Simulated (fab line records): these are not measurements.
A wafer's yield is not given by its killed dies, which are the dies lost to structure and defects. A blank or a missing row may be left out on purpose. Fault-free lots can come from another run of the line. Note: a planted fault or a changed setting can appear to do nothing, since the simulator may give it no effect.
Struck lot and sound lot, side by side    flow sky130    16 steps out of a route of 708
Sound: wafers L102.2, L102.4, L102.5. Struck: wafer L107.1 (left out: L107.2, L107.6 of the same lot, which were not struck); the cause appears at the end.
At each step with rows: each side's tool, then ch and its chambers, then its first start. Under that, the readings that differ: sound wafers    struck wafers    difference of the means    sigmas: that difference in standard deviations of wafers without a fault.
alike: readings whose means differ by less than 2 such deviations, and words and numbers that are the same on both sides. not compared: withheld readings, readings that some wafer has no value for, bounds like >300 that may hide the same value, and numbers for which the record gives no deviation and whose values overlap.
The two part at a step that has a row with sigmas, a row that says differs or no value, or rows on one side only. When numbers do not overlap yet have no deviation, they are printed without sigmas and do not part them. Lack of a reading on every wafer of one side parts them only where that side has two or more wafers.

first, 2 steps without rows for these wafers: SKY_METAL3_PEB_11; SKY_METAL3_DEVELOP_12 (develop time 60 s).
SKY_METAL3_CD_MEAS_13: target cd 300 nm.
  sound on cdSem-01 at day 39 05:24; struck on cdSem-01 at day 41 07:44
  alike: cdNm
SKY_METAL3_OVL_MEAS_14:
  sound on overlay-01 at day 39 05:31; struck on overlay-01 at day 41 07:51
  alike: METAL3_OVL
then, 1 step without rows for these wafers: SKY_METAL3_DESCUM_15 (chemistry O2, time 8 s).
SKY_METAL3_ETCH_16: etches BARC in N2/H2, stops on SiO2, time 88.2 s, target depth 60 nm.
  sound on rieMetal-02 ch 0,1, day 39 05:34; struck on rieMetal-01 ch 1, day 41 07:55
  alike: drypumpMotorCurrentA, oesProductAu, throttleValvePct
  not compared: rfHoursCounterH
SKY_METAL3_ETCH_17: etches SiO2 in C4F8/O2/Ar, stops on TiN, time 3.9 s, target depth 15 nm.
  sound on rieDiel-01 ch 0,2,3, day 39 05:40; struck on rieDiel-02 ch 1, day 41 08:01
  alike: oesProductAu
  not compared: rfHoursCounterH
SKY_METAL3_METAL_ETCH_18: etches the open film in Cl2/BCl3, stops on SiO2, target depth 845 nm, time 183.1 s.
  sound on rieMetal-03 ch 0,1, day 39 05:41; struck on rieMetal-03 ch 1, day 41 08:02
reading              sound              struck  difference  sigmas
oesProductAu (a.u.)  0.865 0.875 0.864  0.849   -0.019      -2
  alike: drypumpMotorCurrentA, throttleValvePct
  not compared: rfHoursCounterH
SKY_METAL3_STRIP_19: strips in O2/N2.
  sound on plasmaAsher-02 ch 0, day 39 05:52; struck on plasmaAsher-04 ch 1, day 41 08:13
  alike: drypumpMotorCurrentA, oesProductAu, stripTimeToEndpointS
  not compared: rfHoursCounterH
then, 3 steps without rows for these wafers: SKY_METAL3_STRIP_20 (strips in post etch residue remover, time 1200 s); SKY_METAL3_CLEAN_21 (cleans in IPA, time 180 s); SKY_METAL3_CLEAN_22 (cleans in O3/DIW).
SKY_VIA3_HDPCVD_00: deposits SiO2, target thk 1635 nm, time 272.5 s.
  sound on hdpcvd-02 ch 1,2, day 39 06:49; struck on hdpcvd-01 ch 0, day 41 08:49
reading                                  sound              struck  difference  sigmas
runLengthS (s)                           301.0 300.6 300.9  378.7   +77.9       +99 or more
model.SiO2_of_VIA3_HDPCVD_00.thkNm (nm)  1648 1592 1634     2133    +508        
  alike: sih4FlowSccm
SKY_VIA3_THK_MEAS_01:
  sound on filmMetro-03 at day 39 06:59; struck on filmMetro-03 at day 41 09:12
reading               sound           struck  difference  sigmas
VIA3_HDPCVD_THK (nm)  1647 1593 1634  2132    +507        +21
  not compared: hold
SKY_VIA3_CMP_02: polishes SiO2.
  sound on cmp-01 ch 0,1,2, day 39 07:02; struck on cmp-01 ch 1, day 41 12:06
reading  sound  struck                   difference                    sigmas
hold     - - -  awaitDispo/2.7h/release  no value on the sound wafers  
  alike: edgeZonePressureFrac, motorCurrentA
-- the record jumps here: 7 days lie between the struck wafers' starts before and after (it left off in module VIA3 and takes up again in module PAD_OPEN, whose first step shown is number 708 of the route) --
SKY_PAD_OPEN_PROBE_99:
  sound on prober-02 at day 46 09:56; struck on prober-01 at day 48 03:59
  alike: defectLimitedYield, killed_at_M0_to_M3, killed_at_M4_up, killedAtContacts, killedAtFrontEnd, killedAtOther, killedDies, killedOpen, killedShort, sort_bin_3_pad_short, sort_bin_5_function, sort_bin_6_memory, sortNPass, sortYieldPct

WHERE THEY PART
At SKY_METAL3_METAL_ETCH_18 first; at SKY_VIA3_CMP_02 last (within this record only). Later steps at which nothing parts them and some readings are alike: SKY_PAD_OPEN_PROBE_99.

WHY: what had been put in by the simulator
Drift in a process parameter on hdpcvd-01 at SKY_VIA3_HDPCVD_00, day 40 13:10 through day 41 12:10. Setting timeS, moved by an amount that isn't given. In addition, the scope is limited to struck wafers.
